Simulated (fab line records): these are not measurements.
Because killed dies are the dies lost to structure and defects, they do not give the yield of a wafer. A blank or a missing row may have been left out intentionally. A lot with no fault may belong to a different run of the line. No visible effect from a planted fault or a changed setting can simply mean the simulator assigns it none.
Which tool did it? | flow sky130 | Sampling: 6 lots, 16 wafers, 3 of 708 route steps

== WHAT EACH GAUGE READ, for each wafer ==
SKY_METAL2_CD_MEAS_15: target cd 140 nm.
lot  | measured     | on        | cd_nm (nm)
L656 | day 36 20:20 | cd_sem-02 | 141.5 140.8 139.4
L658 | day 37 11:26 | cd_sem-02 | 46.8
L660 | day 38 02:41 | cd_sem-02 | 140.2 140.2 139.7
L663 | day 38 21:47 | cd_sem-02 | 140.3 140.8 141.9
L670 | day 40 21:02 | cd_sem-01 | 138.8 140.0 140.6
L673 | day 41 21:54 | cd_sem-02 | 140.1 139.6 140.9

== WHICH TOOL RAN EACH LOT (tool, then ch and the chambers of the sampled wafers, then the start) ==
lot  | SKY_METAL1_DESCUM_17              | SKY_METAL2_EXPOSE_12
L656 | rie_metal-01 ch 0,1, day 34 11:54 | krf_scanner-02 ch 0, day 36 06:56
L658 | rie_metal-01 ch 0, day 35 05:10   | krf_scanner-02 ch 0, day 36 23:13
L660 | rie_metal-03 ch 0,1, day 35 19:49 | krf_scanner-01 ch 0, day 37 13:52
L663 | rie_metal-03 ch 0,1, day 36 15:07 | krf_scanner-01 ch 0, day 38 09:35
L670 | rie_metal-01 ch 0,1, day 38 17:36 | krf_scanner-01 ch 0, day 40 09:11
L673 | rie_metal-01 ch 0,1, day 39 18:04 | krf_scanner-01 ch 0, day 41 09:53
- SKY_METAL1_DESCUM_17: chemistry O2, time 8 s.
- SKY_METAL2_EXPOSE_12: exposes mask MM2, target cd 140 nm.

== THE ANSWER, worked out from the rows above alone ==
Rule: the lots themselves supply what counts as usual. The widest of any qualifying gaps counts: lots, ordered by their means at a reading, are off when they make up no more than a third of the lots, leave a main group of 4 or more, and stand apart from it by 3 or more times the standard deviation of that group's means. Not used: any main group whose means are identical at the precision the tables above print for the reading. Also off: a lot with no number at a reading for which 4 or more lots have one. Any other lot the step has rows for is counted as sound.
Off, at SKY_METAL2_CD_MEAS_15 on cd_nm: L658. Mean 140.3 nm and standard deviation 0.42 in the main group.
A tool fits if, at a process step before that reading, it ran every lot that is off, and no sound lot after the first of them. The gauges at SKY_METAL2_CD_MEAS_15 are tried like those tools. One fits: krf_scanner-02 at SKY_METAL2_EXPOSE_12. Its last sound lot is L656 (day 36 06:56), its first lot that is off L658 (day 36 23:13): a fault that began between those two fits.

== WHAT THE SIMULATOR HAD PUT IN ==
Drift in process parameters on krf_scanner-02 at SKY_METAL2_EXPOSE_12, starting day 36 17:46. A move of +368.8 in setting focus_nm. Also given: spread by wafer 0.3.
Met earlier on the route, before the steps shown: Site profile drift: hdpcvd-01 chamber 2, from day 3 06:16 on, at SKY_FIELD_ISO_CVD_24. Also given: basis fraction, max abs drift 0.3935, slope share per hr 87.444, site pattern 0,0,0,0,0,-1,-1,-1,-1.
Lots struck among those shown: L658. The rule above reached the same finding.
